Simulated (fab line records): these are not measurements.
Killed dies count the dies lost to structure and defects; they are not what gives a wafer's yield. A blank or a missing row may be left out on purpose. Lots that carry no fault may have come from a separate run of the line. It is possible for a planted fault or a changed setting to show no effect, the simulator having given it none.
fab line records	flow sky130
record: lots: 13	wafers: 39	last-day: 50
route steps=708 shown VIA4@654 METAL5@665 PAD_OPEN@707
lots untouched by any fault: they come from a run of this same line in which no faults occurred
start-h: hours from the record's opening day to when the first of the lot's shown wafers began	wait-h: hours elapsed since this lot's preceding step	" repeats the value in the row above	L1.1+2: a single row standing in for several wafers	- no value present, or no start provided	* or withheld: withheld	< > ~ a bound
route shown NAME@n: a module of which the file shows steps, and the number in the route of the first	usual: average and standard deviation across the fault-free wafers	same: alike in all rows	chamber/n: place in a boat	sites: each site's reading	_std_site: the standard deviation of these	_edge_site: mean of outer sites minus mean of inner sites	radius-mm: how far each site lies from the wafer's centre	mask NAME#n: copy n	behind: the last tool/chamber to shape the wafer	hold: the reason the lot was held/the length of the hold in hours/how it ended	device: transistor that didn't switch, given as n, p or np	end of line: the tests these same wafers got at the end of their route	where a step has no rows: the recipe by itself	killed: dies that structure and defects cost at the first sort, which is not the same as the wafer's yield	map: a wafer's dies, x killed, . not, _ none there
set.NAME: the run value of the setting; set.NAME@STEP: its run value at that earlier step	model.NAME: the simulator's own value behind a step, which no gauge read
one table for each step of the route and one row for each wafer, over a sample of lots
services: when a tool's chamber went out of use (start-h, in hours from the record's first day, below 0 if earlier), for how many hours, and the reason
== steps ==
step: SKY_VIA4_CLEAN_15
recipe: chemistry: IPA	time-s: 180	temp-c: 25
usual: bath-heat-duty-pct: 6.4/0.72
lot.wafer	tool	chamber	start-h	wait-h	bath-heat-duty-pct
L188.3	wet-bench-03	2	1004.99	0.0	6.1
L188.4	"	2	"	"	6.2
L188.5	"	2	"	"	5.8
L189.3	wet-bench-03	1	1005.21	0.0	7.4
L189.4	"	1	"	"	7.3
L189.6	"	1	"	"	7.2
L191.1	wet-bench-02	2	1032.03	0.0	5.7
L191.3	"	2	"	"	5.9
L191.5	"	2	"	"	5.5
L193.1	wet-bench-02	2	1050.36	0.0	6.2
L193.5	"	2	"	"	6.3
L193.6	"	2	"	"	6.1
L194.1	wet-bench-03	3	1052.74	0.0	6.6
L194.3	"	3	"	"	6.2
L194.6	"	3	"	"	8.0
L195.2	wet-bench-02	3	1058.56	0.0	6.6
L195.4	"	3	"	"	6.3
L195.6	"	3	"	"	7.1
L196.1	wet-bench-02	2	1068.55	0.0	6.3
L196.2	"	2	"	"	6.2
L196.3	"	2	"	"	7.0
L197.1	wet-bench-04	0	1076.37	0.0	6.6
L197.3	"	0	"	"	6.3
L197.6	"	0	"	"	6.8
L199.4	wet-bench-04	1	1091.63	0.1	7.6
L199.5	"	1	"	"	6.9
L199.6	"	1	"	"	6.8
L204.1	wet-bench-02	0	1103.41	0.0	5.6
L204.2	"	0	"	"	6.5
L204.4	"	0	"	"	5.1
L206.1	wet-bench-02	1	1118.73	0.0	5.6
L206.5	"	1	"	"	5.1
L206.6	"	1	"	"	5.0
L210.3	wet-bench-03	2	1141.61	0.0	7.3
L210.4	"	2	"	"	6.2
L210.6	"	2	"	"	6.6
L211.4	wet-bench-04	0	1149.75	0.0	6.1
L211.5	"	0	"	"	6.2
L211.6	"	0	"	"	5.8
step: SKY_VIA4_THK_MEAS_20
recipe: thk-meas-gauge: xrf	reads: W_of_VIA4_CVD_18
usual: VIA4_W_THK: 519/8.5
lot.wafer	tool	chamber	start-h	wait-h	VIA4_W_THK[nm]
L188.3	film-metro-03	-	1005.49	0.1	523
L188.4	"	-	"	"	518
L188.5	"	-	"	"	512
L189.3	film-metro-01	-	1005.71	0.1	520
L189.4	"	-	"	"	513
L189.6	"	-	"	"	525
L191.1	film-metro-03	-	1032.53	0.1	520
L191.3	"	-	"	"	526
L191.5	"	-	"	"	517
L193.1	film-metro-02	-	1050.85	0.1	522
L193.5	"	-	"	"	530
L193.6	"	-	"	"	528
L194.1	film-metro-01	-	1053.23	0.1	502
L194.3	"	-	"	"	502
L194.6	"	-	"	"	504
L195.2	film-metro-01	-	1059.05	0.1	519
L195.4	"	-	"	"	512
L195.6	"	-	"	"	512
L196.1	film-metro-01	-	1069.04	0.1	516
L196.2	"	-	"	"	511
L196.3	"	-	"	"	522
L197.1	film-metro-03	-	1076.86	0.1	523
L197.3	"	-	"	"	526
L197.6	"	-	"	"	531
L199.4	film-metro-03	-	1092.41	0.1	519
L199.5	"	-	"	"	524
L199.6	"	-	"	"	520
L204.1	film-metro-01	-	1103.89	0.1	511
L204.2	"	-	"	"	503
L204.4	"	-	"	"	513
L206.1	film-metro-02	-	1119.22	0.1	522
L206.5	"	-	"	"	516
L206.6	"	-	"	"	518
L210.3	film-metro-02	-	1142.11	0.1	532
L210.4	"	-	"	"	526
L210.6	"	-	"	"	533
L211.4	film-metro-02	-	1150.27	0.1	524
L211.5	"	-	"	"	534
L211.6	"	-	"	"	527
step: SKY_METAL5_SPUTTER_04
recipe: material: TiN	target-thk-nm: 70	power-w: 6500	time-s: 58.3	chamber-pressure-pa: 0.4
usual: throttle-valve-pct: 29.8/1
lot.wafer	tool	chamber	start-h	wait-h	throttle-valve-pct
L188.3	pvd-sputter-03	-	1005.95	0.0	31.6
L188.4	"	-	"	"	31.0
L188.5	"	-	"	"	31.3
L189.3	pvd-sputter-01	-	1006.17	0.0	30.9
L189.4	"	-	"	"	30.5
L189.6	"	-	"	"	30.9
L191.1	pvd-sputter-03	-	1033.00	0.0	30.8
L191.3	"	-	"	"	31.4
L191.5	"	-	"	"	28.8
L193.1	pvd-sputter-03	-	1051.33	0.0	31.0
L193.5	"	-	"	"	29.0
L193.6	"	-	"	"	31.2
L194.1	pvd-sputter-01	-	1053.80	0.0	30.4
L194.3	"	-	"	"	29.3
L194.6	"	-	"	"	30.7
L195.2	pvd-sputter-04	-	1059.59	0.0	30.3
L195.4	"	-	"	"	29.2
L195.6	"	-	"	"	30.3
L196.1	pvd-sputter-04	-	1069.57	0.0	28.7
L196.2	"	-	"	"	27.8
L196.3	"	-	"	"	29.9
L197.1	pvd-sputter-03	-	1077.81	0.0	28.6
L197.3	"	-	"	"	29.9
L197.6	"	-	"	"	30.9
L199.4	pvd-sputter-01	-	1093.91	0.0	30.4
L199.5	"	-	"	"	30.9
L199.6	"	-	"	"	29.0
L204.1	pvd-sputter-04	-	1104.37	0.0	30.1
L204.2	"	-	"	"	28.2
L204.4	"	-	"	"	29.1
L206.1	pvd-sputter-04	-	1119.70	0.0	27.8
L206.5	"	-	"	"	27.5
L206.6	"	-	"	"	28.8
L210.3	pvd-sputter-01	-	1142.57	0.0	30.4
L210.4	"	-	"	"	30.8
L210.6	"	-	"	"	30.9
L211.4	pvd-sputter-04	-	1150.72	0.0	30.2
L211.5	"	-	"	"	28.8
L211.6	"	-	"	"	30.1
step: SKY_PAD_OPEN_BOW_MEAS_13
recipe: mode: bow
usual: PAD_OPEN_BOW: 48/8.5
lot.wafer	tool	chamber	start-h	wait-h	PAD_OPEN_BOW[um]
L188.3	film-metro-01	-	1077.08	-	41
L188.4	"	-	"	"	43
L188.5	"	-	"	"	47
L189.3	film-metro-01	-	1077.43	-	59
L189.4	"	-	"	"	54
L189.6	"	-	"	"	52
L191.1	film-metro-01	-	1099.89	-	43
L191.3	"	-	"	"	36
L191.5	"	-	"	"	41
L193.1	film-metro-04	-	1115.95	-	60
L193.5	"	-	"	"	49
L193.6	"	-	"	"	35
L194.1	film-metro-01	-	1119.63	-	65
L194.3	"	-	"	"	60
L194.6	"	-	"	"	40
L195.2	film-metro-04	-	1123.76	-	49
L195.4	"	-	"	"	49
L195.6	"	-	"	"	48
L196.1	film-metro-04	-	1132.96	-	31
L196.2	"	-	"	"	34
L196.3	"	-	"	"	29
L197.1	film-metro-01	-	1142.39	-	40
L197.3	"	-	"	"	44
L197.6	"	-	"	"	40
L199.4	film-metro-03	-	1155.60	-	52
L199.5	"	-	"	"	56
L199.6	"	-	"	"	65
L204.1	film-metro-04	-	1164.99	-	55
L204.2	"	-	"	"	55
L204.4	"	-	"	"	50
L206.1	film-metro-03	-	1176.52	-	54
L206.5	"	-	"	"	58
L206.6	"	-	"	"	51
L210.3	film-metro-01	-	1197.56	-	56
L210.4	"	-	"	"	50
L210.6	"	-	"	"	54
L211.4	film-metro-01	-	1203.91	-	37
L211.5	"	-	"	"	39
L211.6	"	-	"	"	40
step: SKY_PAD_OPEN_PROBE_99
usual: defect-limited-yield: 81.8/2	killed_at_M0_to_M3: 44/7.5	killed_at_M4_up: 3.3/1.8	killed-at-contacts: 25/5.9	killed-at-front-end: 16/4.7	killed-at-other: 0.3/0.52	killed-dies: 89/9.9	killed-open: 49/7.8	killed-short: 40/5.8	sort_bin_3_pad_short: 0.9/0.43	sort_bin_5_function: 10.8/1.5	sort_bin_6_memory: 6.4/1.1	sort-n-pass: 403/9.9	sort-yield-pct: 81.8/2
same: gross-dies: 492	killed-at-back-side: 0	sort_bin_4_leakage[%]: 0	sort_bin_8_speed[%]: 0
lot.wafer	tool	chamber	start-h	wait-h	defect-limited-yield[%]	killed_at_M0_to_M3	killed_at_M4_up	killed-at-contacts	killed-at-front-end	killed-at-other	killed-dies	killed-open	killed-short	sort_bin_3_pad_short[%]	sort_bin_5_function[%]	sort_bin_6_memory[%]	sort-n-pass	sort-yield-pct[%]
L188.3	prober-01	-	1077.26	0.2	83.9	39	3	21	16	0	79	44	35	0.6	10.4	5.1	413	83.9
L188.4	prober-01	-	1077.31	0.2	83.1	44	1	20	17	1	83	50	31	0.8	11.4	4.7	409	83.1
L188.5	prober-01	-	1077.36	0.2	83.3	40	2	28	12	0	82	45	37	1.0	10.0	5.7	410	83.3
L189.3	prober-02	-	1077.61	0.2	82.3	40	4	26	16	1	87	45	41	0.8	10.6	6.3	405	82.3
L189.4	prober-02	-	1077.66	0.2	82.1	43	6	20	19	0	88	39	49	1.0	9.6	7.3	404	82.1
L189.6	prober-02	-	1077.76	0.2	83.5	42	4	16	19	0	81	43	35	1.2	9.3	5.9	411	83.5
L191.1	prober-02	-	1100.01	0.1	81.9	45	3	26	15	0	89	54	35	1.4	10.0	6.7	403	81.9
L191.3	prober-02	-	1100.11	0.2	82.3	45	2	30	10	0	87	51	35	1.6	10.2	5.9	405	82.3
L191.5	prober-02	-	1100.21	0.2	83.9	35	1	26	16	1	79	38	41	0.4	10.2	5.5	413	83.9
L193.1	prober-02	-	1116.07	0.1	79.3	56	5	25	16	0	102	50	52	1.2	13.0	6.5	390	79.3
L193.5	prober-02	-	1116.27	0.2	83.7	37	3	25	13	2	80	44	34	0.2	11.0	5.1	412	83.7
L193.6	prober-02	-	1116.32	0.2	83.7	44	3	24	9	0	80	44	36	0.2	9.1	6.9	412	83.7
L194.1	prober-01	-	1119.75	0.1	83.1	39	1	27	16	0	83	45	36	0.2	10.8	5.9	409	83.1
L194.3	prober-01	-	1119.85	0.2	80.9	42	3	27	21	1	94	45	48	0.4	12.0	6.7	398	80.9
L194.6	prober-01	-	1120.00	0.2	83.5	29	3	28	21	0	81	38	43	1.2	8.7	6.5	411	83.5
L195.2	prober-02	-	1123.91	0.1	79.5	55	4	29	13	0	101	61	40	0.2	13.4	6.9	391	79.5
L195.4	prober-02	-	1124.01	0.2	81.5	37	4	32	17	1	91	49	41	1.6	10.2	6.7	401	81.5
L195.6	prober-02	-	1124.11	0.2	82.1	40	0	32	15	1	88	53	34	0.8	10.6	6.5	404	82.1
L196.1	prober-01	-	1133.08	0.1	80.1	53	1	21	23	0	98	55	43	1.0	10.6	8.3	394	80.1
L196.2	prober-01	-	1133.13	0.1	83.5	37	4	19	20	1	81	42	39	1.0	9.1	6.3	411	83.5
L196.3	prober-01	-	1133.18	0.2	84.8	34	4	21	16	0	75	49	26	0.6	9.8	4.9	417	84.8
L197.1	prober-01	-	1142.51	0.1	80.1	41	2	37	18	0	98	53	45	0.8	11.2	7.9	394	80.1
L197.3	prober-01	-	1142.61	0.2	76.4	47	1	44	24	0	116	70	46	1.4	14.0	8.1	376	76.4
L197.6	prober-01	-	1142.76	0.2	81.3	44	5	26	17	0	92	48	44	1.0	10.6	7.1	400	81.3
L199.4	prober-02	-	1155.81	0.2	85.4	40	3	20	9	0	72	32	40	1.0	8.9	4.7	420	85.4
L199.5	prober-02	-	1155.86	0.2	81.3	48	4	23	17	0	92	53	39	1.2	10.0	7.5	400	81.3
L199.6	prober-02	-	1155.91	0.2	81.9	35	6	28	19	1	89	53	36	0.6	11.8	5.7	403	81.9
L204.1	prober-01	-	1165.11	0.1	75.0	52	35	23	13	0	123	48	40	4.3	12.8	7.9	369	75.0
L204.2	prober-01	-	1165.16	0.1	72.2	43	44	33	17	0	137	56	41	4.5	15.4	7.9	355	72.2
L204.4	prober-01	-	1165.26	0.2	76.2	33	40	24	19	1	117	42	39	4.5	14.2	5.1	375	76.2
L206.1	prober-01	-	1176.64	0.1	77.2	46	34	18	14	0	112	48	34	2.6	14.2	5.9	380	77.2
L206.5	prober-01	-	1176.84	0.2	79.3	33	38	17	14	0	102	35	37	2.2	12.2	6.3	390	79.3
L206.6	prober-01	-	1176.89	0.2	79.3	45	33	16	8	0	102	43	28	3.0	11.8	5.9	390	79.3
L210.3	prober-01	-	1197.74	0.2	81.1	47	1	27	18	0	93	49	44	1.4	12.0	5.5	399	81.1
L210.4	prober-01	-	1197.79	0.2	86.4	43	3	12	9	0	67	39	28	0.6	8.5	4.5	425	86.4
L210.6	prober-01	-	1197.89	0.2	81.1	51	3	25	14	0	93	52	41	0.8	12.4	5.7	399	81.1
L211.4	prober-01	-	1204.12	0.2	80.7	41	6	20	28	0	95	45	50	1.2	12.0	6.1	397	80.7
L211.5	prober-01	-	1204.17	0.2	78.5	52	4	30	19	1	106	67	38	1.2	12.0	8.3	386	78.5
L211.6	prober-01	-	1204.22	0.2	83.3	39	4	23	14	2	82	43	37	1.0	9.6	6.1	410	83.3
killed by level:class
L188.3 VIA1:geometric-particle:open=10 VIA3:geometric-particle:open=9 CONTACT:geometric-particle:open=7 VIA2:geometric-particle:open=7 FIELD_ISO:geometric-particle:short=5 LI_CONTACT:geometric-particle:short=5 METAL1:geometric-particle:short=4 LI_CONTACT:geometric-particle:open=3
L188.4 CONTACT:geometric-particle:open=11 VIA1:geometric-particle:open=9 VIA2:geometric-particle:short=6 VIA2:geometric-particle:open=6 VIA3:geometric-particle:open=5 FIELD_ISO:geometric-particle:short=4 FIELD_ISO:geometric-particle:open=4 POLY_GATE:geometric-particle:open=4
L188.5 CONTACT:geometric-particle:open=9 VIA1:geometric-particle:open=9 VIA2:geometric-particle:open=8 CONTACT:geometric-particle:short=7 VIA1:geometric-particle:short=6 VIA3:geometric-particle:open=5 LI_CONTACT:geometric-particle:open=4 FIELD_ISO:geometric-particle:open=3
L189.3 VIA1:geometric-particle:open=11 CONTACT:geometric-particle:open=8 VIA2:geometric-particle:open=6 LI_CONTACT:geometric-particle:short=5 LI_CONTACT:geometric-particle:open=5 CONTACT:geometric-particle:short=5 VIA3:geometric-particle:short=5 VIA2:geometric-particle:short=4
L189.4 METAL1:geometric-particle:short=9 FIELD_ISO:geometric-particle:short=7 LI_CONTACT:geometric-particle:open=7 VIA1:geometric-particle:open=7 METAL4:geometric-particle:short=6 FIELD_ISO:geometric-particle:open=5 CONTACT:geometric-particle:open=5 VIA2:geometric-particle:open=4
L189.6 POLY_GATE:geometric-particle:short=7 VIA1:geometric-particle:open=7 VIA2:geometric-particle:open=7 FIELD_ISO:geometric-particle:open=5 CONTACT:geometric-particle:short=5 CONTACT:geometric-particle:open=5 METAL1:geometric-particle:short=5 METAL2:geometric-particle:short=5
L191.1 CONTACT:geometric-particle:open=13 VIA1:geometric-particle:open=12 FIELD_ISO:geometric-particle:open=7 VIA2:geometric-particle:open=7 VIA3:geometric-particle:open=7 FIELD_ISO:geometric-particle:short=5 METAL2:geometric-particle:short=5 LI_CONTACT:geometric-particle:open=4
L191.3 VIA1:geometric-particle:open=17 LI_CONTACT:geometric-particle:open=12 CONTACT:geometric-particle:open=9 METAL2:geometric-particle:short=7 CONTACT:geometric-particle:short=6 VIA2:geometric-particle:open=5 FIELD_ISO:geometric-particle:short=4 METAL3:geometric-particle:short=4
L191.5 FIELD_ISO:geometric-particle:short=8 CONTACT:geometric-particle:open=8 VIA1:geometric-particle:open=6 LI_CONTACT:geometric-particle:short=6 VIA3:geometric-particle:open=5 VIA2:geometric-particle:open=5 LI_CONTACT:geometric-particle:open=4 VIA2:geometric-particle:short=4
L193.1 VIA1:geometric-particle:open=11 CONTACT:geometric-particle:open=9 VIA1:geometric-particle:short=8 VIA2:geometric-particle:open=8 METAL1:geometric-particle:short=6 METAL2:geometric-particle:short=6 METAL3:geometric-particle:short=6 LOCAL_INTERCONNECT:geometric-particle:short=5
L193.5 CONTACT:geometric-particle:open=11 VIA3:geometric-particle:open=9 VIA1:geometric-particle:open=7 LI_CONTACT:geometric-particle:open=5 FIELD_ISO:geometric-particle:open=4 CONTACT:geometric-particle:short=4 VIA1:geometric-particle:short=4 METAL2:geometric-particle:short=4
L193.6 CONTACT:geometric-particle:open=10 LI_CONTACT:geometric-particle:open=8 METAL1:geometric-particle:short=8 VIA1:geometric-particle:open=8 VIA1:geometric-particle:short=7 VIA3:geometric-particle:open=4 METAL2:geometric-particle:short=3 FIELD_ISO:geometric-particle:short=3
L194.1 VIA1:geometric-particle:open=11 CONTACT:geometric-particle:short=7 LI_CONTACT:geometric-particle:open=6 CONTACT:geometric-particle:open=6 METAL2:geometric-particle:short=6 VIA3:geometric-particle:open=6 METAL2:geometric-particle:open=5 LOCAL_INTERCONNECT:geometric-particle:short=5
L194.3 VIA1:geometric-particle:open=11 LI_CONTACT:geometric-particle:open=11 METAL2:geometric-particle:short=7 FIELD_ISO:geometric-particle:short=6 POLY_GATE:geometric-particle:short=5 CONTACT:geometric-particle:open=5 VIA1:geometric-particle:short=5 VIA3:geometric-particle:short=5
L194.6 LOCAL_INTERCONNECT:geometric-particle:short=11 VIA1:geometric-particle:open=8 CONTACT:geometric-particle:open=6 LI_CONTACT:geometric-particle:open=6 POLY_GATE:geometric-particle:short=5 FIELD_ISO:geometric-particle:short=4 FIELD_ISO:geometric-particle:open=4 POLY_GATE:geometric-particle:open=4
L195.2 VIA1:geometric-particle:open=15 LI_CONTACT:geometric-particle:open=10 VIA2:geometric-particle:open=9 CONTACT:geometric-particle:open=8 CONTACT:geometric-particle:short=6 METAL2:geometric-particle:short=6 VIA3:geometric-particle:open=6 VIA1:geometric-particle:short=5
L195.4 CONTACT:geometric-particle:open=14 VIA1:geometric-particle:open=10 LOCAL_INTERCONNECT:geometric-particle:short=7 METAL1:geometric-particle:short=6 METAL4:geometric-particle:short=4 VIA3:geometric-particle:open=4 POLY_GATE:geometric-particle:open=4 LI_CONTACT:geometric-particle:open=4
L195.6 VIA1:geometric-particle:open=11 CONTACT:geometric-particle:open=10 LI_CONTACT:geometric-particle:open=10 LOCAL_INTERCONNECT:geometric-particle:short=8 POLY_GATE:geometric-particle:open=7 VIA3:geometric-particle:open=6 VIA2:geometric-particle:open=5 METAL1:geometric-particle:short=4
L196.1 VIA1:geometric-particle:open=17 FIELD_ISO:geometric-particle:short=9 VIA2:geometric-particle:open=8 CONTACT:geometric-particle:open=7 VIA1:geometric-particle:short=7 POLY_GATE:geometric-particle:open=6 LOCAL_INTERCONNECT:geometric-particle:short=6 VIA3:geometric-particle:open=5
L196.2 LI_CONTACT:geometric-particle:open=6 CONTACT:geometric-particle:open=6 METAL1:geometric-particle:short=6 VIA1:geometric-particle:open=6 VIA3:geometric-particle:open=6 FIELD_ISO:geometric-particle:short=5 POLY_GATE:geometric-particle:short=5 VIA2:geometric-particle:short=5
L196.3 VIA1:geometric-particle:open=9 CONTACT:geometric-particle:open=8 FIELD_ISO:geometric-particle:open=7 VIA1:geometric-particle:short=7 LI_CONTACT:geometric-particle:open=6 VIA2:geometric-particle:open=5 METAL1:geometric-particle:short=4 METAL4:geometric-particle:short=3
L197.1 CONTACT:geometric-particle:open=16 VIA1:geometric-particle:open=10 CONTACT:geometric-particle:short=9 VIA2:geometric-particle:open=7 VIA3:geometric-particle:short=6 FIELD_ISO:geometric-particle:open=5 METAL1:geometric-particle:short=5 METAL2:geometric-particle:short=5
L197.3 LI_CONTACT:geometric-particle:open=15 CONTACT:geometric-particle:open=14 CONTACT:geometric-particle:short=11 METAL1:geometric-particle:short=10 VIA1:geometric-particle:open=10 FIELD_ISO:geometric-particle:open=8 VIA3:geometric-particle:open=7 VIA2:geometric-particle:open=5
L197.6 VIA1:geometric-particle:open=9 CONTACT:geometric-particle:open=9 FIELD_ISO:geometric-particle:short=8 LI_CONTACT:geometric-particle:open=8 VIA2:geometric-particle:open=8 METAL1:geometric-particle:short=7 CONTACT:geometric-particle:short=6 METAL2:geometric-particle:short=6
L199.4 VIA1:geometric-particle:open=9 CONTACT:geometric-particle:open=7 VIA2:geometric-particle:open=6 METAL1:geometric-particle:short=5 VIA1:geometric-particle:short=4 POLY_GATE:geometric-particle:short=4 LI_CONTACT:geometric-particle:short=4 LOCAL_INTERCONNECT:geometric-particle:short=4
L199.5 VIA3:geometric-particle:open=13 LI_CONTACT:geometric-particle:open=10 METAL1:geometric-particle:short=6 CONTACT:geometric-particle:open=6 VIA1:geometric-particle:open=6 VIA1:geometric-particle:short=6 FIELD_ISO:geometric-particle:short=5 POLY_GATE:geometric-particle:open=5
L199.6 CONTACT:geometric-particle:open=11 VIA1:geometric-particle:open=11 LI_CONTACT:geometric-particle:open=8 FIELD_ISO:geometric-particle:open=5 CONTACT:geometric-particle:short=5 FIELD_ISO:geometric-particle:short=4 POLY_GATE:geometric-particle:short=4 METAL1:geometric-particle:short=4
L204.1 VIA4:unspecified=35 VIA1:geometric-particle:open=10 VIA2:geometric-particle:open=8 CONTACT:geometric-particle:open=8 VIA3:geometric-particle:open=7 POLY_GATE:geometric-particle:short=6 METAL3:geometric-particle:short=6 VIA1:geometric-particle:short=5
L204.2 VIA4:unspecified=40 VIA1:geometric-particle:open=16 LI_CONTACT:geometric-particle:open=12 VIA3:geometric-particle:open=8 LOCAL_INTERCONNECT:geometric-particle:short=6 CONTACT:geometric-particle:open=6 FIELD_ISO:geometric-particle:open=4 POLY_GATE:geometric-particle:open=4
L204.4 VIA4:unspecified=36 CONTACT:geometric-particle:open=10 VIA1:geometric-particle:open=8 FIELD_ISO:geometric-particle:short=7 VIA1:geometric-particle:short=6 LI_CONTACT:geometric-particle:short=4 CONTACT:geometric-particle:short=4 VIA2:geometric-particle:open=4
L206.1 VIA4:unspecified=30 VIA1:geometric-particle:open=17 CONTACT:geometric-particle:open=6 VIA2:geometric-particle:open=6 METAL2:geometric-particle:short=5 LI_CONTACT:geometric-particle:short=4 VIA1:geometric-particle:short=4 POLY_GATE:geometric-particle:open=3
L206.5 VIA4:unspecified=30 VIA2:geometric-particle:open=7 METAL4:geometric-particle:short=7 POLY_GATE:geometric-particle:short=6 LI_CONTACT:geometric-particle:open=6 METAL1:geometric-particle:short=6 VIA3:geometric-particle:open=6 POLY_GATE:geometric-particle:open=4
L206.6 VIA4:unspecified=31 VIA1:geometric-particle:open=11 VIA2:geometric-particle:open=8 LI_CONTACT:geometric-particle:open=6 VIA3:geometric-particle:open=6 VIA1:geometric-particle:short=5 POLY_GATE:geometric-particle:open=4 CONTACT:geometric-particle:open=4
L210.3 VIA1:geometric-particle:open=14 FIELD_ISO:geometric-particle:short=7 LI_CONTACT:geometric-particle:open=7 METAL1:geometric-particle:short=6 CONTACT:geometric-particle:short=6 CONTACT:geometric-particle:open=6 LOCAL_INTERCONNECT:geometric-particle:short=5 VIA1:geometric-particle:short=5
L210.4 VIA1:geometric-particle:open=10 CONTACT:geometric-particle:open=8 VIA2:geometric-particle:open=7 METAL3:geometric-particle:short=5 VIA1:geometric-particle:short=5 METAL2:geometric-particle:short=5 METAL1:geometric-particle:short=4 VIA3:geometric-particle:open=4
L210.6 VIA2:geometric-particle:open=14 CONTACT:geometric-particle:open=10 VIA3:geometric-particle:open=7 VIA1:geometric-particle:open=6 CONTACT:geometric-particle:short=6 METAL1:geometric-particle:short=5 METAL3:geometric-particle:short=5 FIELD_ISO:geometric-particle:short=4
L211.4 CONTACT:geometric-particle:short=10 METAL2:geometric-particle:short=8 POLY_GATE:geometric-particle:short=7 POLY_GATE:geometric-particle:open=7 VIA3:geometric-particle:open=7 FIELD_ISO:geometric-particle:open=6 VIA1:geometric-particle:open=6 VIA2:geometric-particle:open=5
L211.5 VIA1:geometric-particle:open=14 LI_CONTACT:geometric-particle:open=10 VIA2:geometric-particle:open=10 CONTACT:geometric-particle:open=9 VIA3:geometric-particle:open=9 POLY_GATE:geometric-particle:short=7 VIA1:geometric-particle:short=6 FIELD_ISO:geometric-particle:open=4
L211.6 VIA2:geometric-particle:open=13 CONTACT:geometric-particle:open=8 VIA3:geometric-particle:open=7 METAL2:geometric-particle:short=7 CONTACT:geometric-particle:short=6 FIELD_ISO:geometric-particle:short=5 LI_CONTACT:geometric-particle:open=5 POLY_GATE:geometric-particle:short=3
== services ==
tool	chamber	start-h	hours	kind
pvd-sputter-01	3	985.11	-	consumable-replace:kit
pvd-sputter-01	3	985.11	18.0	scheduled-down
pvd-sputter-01	3	985.11	18.0	vent-cycle
wet-bench-03	-	988.29	1.6	repair
pvd-sputter-01	-	1002.92	2.7	repair
pvd-sputter-01	-	1052.08	0.5	repair
wet-bench-04	-	1056.27	3.2	repair
pvd-sputter-04	1	1072.71	-	consumable-replace:kit
pvd-sputter-04	1	1072.71	18.0	scheduled-down
pvd-sputter-04	1	1072.71	18.0	vent-cycle
pvd-sputter-04	-	1073.26	4.2	repair
pvd-sputter-01	-	1073.89	8.8	repair
pvd-sputter-01	2	1083.68	-	consumable-replace:kit
pvd-sputter-01	2	1083.68	18.0	scheduled-down
pvd-sputter-01	2	1083.68	18.0	vent-cycle
pvd-sputter-04	-	1108.49	11.0	repair
wet-bench-02	-	1109.21	7.1	repair
pvd-sputter-04	-	1143.83	0.8	repair
== key ==
first-sign: step: SKY_PAD_OPEN_PROBE_99	reading: killed_at_M4_up	direction: up	sigmas: 18	usual: 3.3	struck: 37.3
effect: step: SKY_PAD_OPEN_PROBE_99	reading: sort_bin_3_pad_short	direction: up	sigmas: 6.1	usual: 0.9	struck: 3.5
met-at SKY_VIA4_CLEAN_15
struck-lots L204,L206
not-acting-at SKY_VIA4_THK_MEAS_20,SKY_METAL5_SPUTTER_04,SKY_PAD_OPEN_BOW_MEAS_13
onset-between 1068.55 1103.41
fault: kind: chamber-particle-source	tool: wet-bench-02	chamber: -	onset-h: 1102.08	steps: SKY_VIA4_CLEAN_15	rate-per-visit-cm2: 2.0517	end-h: 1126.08
